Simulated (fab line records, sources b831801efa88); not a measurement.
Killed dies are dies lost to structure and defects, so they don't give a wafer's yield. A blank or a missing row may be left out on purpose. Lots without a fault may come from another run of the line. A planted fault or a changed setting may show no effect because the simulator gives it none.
Problem report in the 8D (eight disciplines) form, filled by code | flow sfq_line | the parts of the form that need people (team, actions taken, sign-off) are left out

1. THE PROBLEM
M4_NB_RS at SFQ_M4_RS_MEAS_924 reads a mean of 0.716 ohm/sq on 5 wafers of 2 lots; wafers without a fault read 0.897 ohm/sq with a standard deviation of 0.013. That is -14 standard deviations from the usual mean.
The step: measures by four-point-probe.
First seen on wafer L485.1, day 52 16:23, on film_metro-03. The record holds 42 wafers of 14 lots with a number at this step. Rule for "out", or "out of limits": more than 4 standard deviations from the usual mean. The other wafers with a number count as sound.

2. WHAT IT IS AND WHAT IT IS NOT
question                    | is                                     | is not
which readings at this step | M4_NB_RS                               | -
which lots                  | L485, L487                             | L481, L482, L494, L495, L496, L498, L499, L500, L501, L502, L503, L504
which wafers of those lots  | L485.1, L485.4, L485.5, L487.1, L487.5 | L487.3
read on which gauges        | film_metro-01, film_metro-03           | film_metro-04
when                        | from day 52 16:23                      | up to then (6 sound wafers); but 31 sound wafers of L487, L494, L495, L496, L498, L499, L500, L501, L502, L503, L504 came after

3. SUSPECTS, AND WHAT RULES EACH OUT
Counting: a tool at a process step up to the reading stays a suspect if it ran every lot that is out. Sound lots after the first of them don't rule it out here, since some wafers of a struck lot are sound.
- the gauge at SFQ_M4_RS_MEAS_924: ruled out. The wafers that are out were read on 2 gauges (film_metro-01, film_metro-03).
- pvd_sputter-03 at SFQ_TRILAYER_M4_DEP_SPUTTER_091 (material Nb, target thk 200 nm, time 133.3 s): kept. It ran every lot that is out, first L485 (day 52 16:18); its last sound lot up to then is L482 (day 51 03:42).
Left after counting: pvd_sputter-03 at SFQ_TRILAYER_M4_DEP_SPUTTER_091.

4. THE CAUSE (what the simulator had put in)
Process parameter drift: pvd_sputter-03, from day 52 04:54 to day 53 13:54, at SFQ_TRILAYER_M4_DEP_SPUTTER_091. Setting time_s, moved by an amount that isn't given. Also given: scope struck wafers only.
Counting left only this tool.

5. THE CHAIN OF EFFECTS, in route order
Each row: a reading whose mean over the struck wafers that have a number lies more than 3 standard deviations from the usual. Only readings for which the record gives a usual standard deviation are gone through. hours: the time from each lot's start at the first step in this table that gives one to its start at this step, as a median over the lots. sigmas: the change in usual standard deviations.
hours | step                                | reading        | usual        | on struck wafers | change | sigmas
0     | SFQ_M4_RS_MEAS_924                  | M4_NB_RS       | 0.897 ohm/sq | 0.716            | -0.181 | -14
125   | SFQ_TRILAYER_M4_ETCH_METAL_ETCH_096 | oes_product_au | 0.891 a.u.   | 1.000            | +0.109 | +13
The process steps in it:
- SFQ_TRILAYER_M4_ETCH_METAL_ETCH_096: etches Nb in Cl2/Ar, stops on SiO2, target depth 240 nm, time 120 s.

6. WHAT WOULD HAVE CAUGHT IT SOONER
In this record the first reading out of limits at a measuring or inspecting step was taken at day 52 16:23, 11 hours after the fault began at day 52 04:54.
Of the tool readings at SFQ_TRILAYER_M4_DEP_SPUTTER_091 for which the record gives a usual standard deviation, none was out on any struck wafer, so an alarm limit of 4 standard deviations on them would not have fired.
Of the lots that are out (2), L487 began SFQ_TRILAYER_M4_DEP_SPUTTER_091 on pvd_sputter-03 after day 52 16:23. A hold on the tool at that time would have spared it.
